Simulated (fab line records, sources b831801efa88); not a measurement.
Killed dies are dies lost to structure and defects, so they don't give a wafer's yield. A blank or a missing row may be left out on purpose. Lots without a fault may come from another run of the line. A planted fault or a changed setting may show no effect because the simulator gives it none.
Chamber matching | flow gf180mcu | GF_V4_CVD_00 on hdpcvd-01: 3 sister chambers
The step deposits SiO2, target thk 600 nm, time 100 s. 6 wafers are shown with their chamber, then 7 later ones without.

WAFERS WITH THEIR CHAMBER
wafer  | chamber | run_length_s (s) | pressure_mtorr (mTorr)
L306.6 | 1       | 126.7            | 6.005
L316.1 | 0       | 127.5            | 6.007
L316.4 | 1       | 127.3            | 6.016
L316.5 | 0       | 127.2            | 6.005
L319.1 | 2       | 129.4            | 5.997
L319.5 | 2       | 128.9            | 6.012

WAFERS WITHOUT THEIR CHAMBER
wafer  | run_length_s (s) | pressure_mtorr (mTorr)
L319.6 | 127.4            | 5.998
L322.2 | 127.3            | 6.001
L322.3 | 129.1            | 6.017
L322.6 | 127.4            | 5.999
L323.1 | 127.3            | 6.006
L323.2 | 127.0            | 6.001
L323.3 | 129.2            | 6.002

WHICH CHAMBER EACH WENT THROUGH
wafer  | from the rows above     | in truth
L319.6 | can't be placed: 0 or 1 | 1
L322.2 | can't be placed: 0 or 1 | 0
L322.3 | 2                       | 2
L322.6 | can't be placed: 0 or 1 | 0
L323.1 | can't be placed: 0 or 1 | 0
L323.2 | can't be placed: 0 or 1 | 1
L323.3 | 2                       | 2
Placed correctly: 2 of 7. Can't be placed from these rows: 5 (the true chamber is among the candidates in 5). Placed wrongly: 0.
How it was worked out, from the rows above alone: a wafer's distance from a chamber is the root of the sum, over the readings, of the square of ((its reading less the chamber's mean) divided by the reading's scatter). The wafer belongs to the nearest chamber; if the next one is less than 2 further off, it can't be placed. A chamber's mean is the mean of its shown wafers. The scatter: the root of (the sum of the squares of (reading less its chamber's mean) over the shown wafers, divided by (wafers less chambers)).
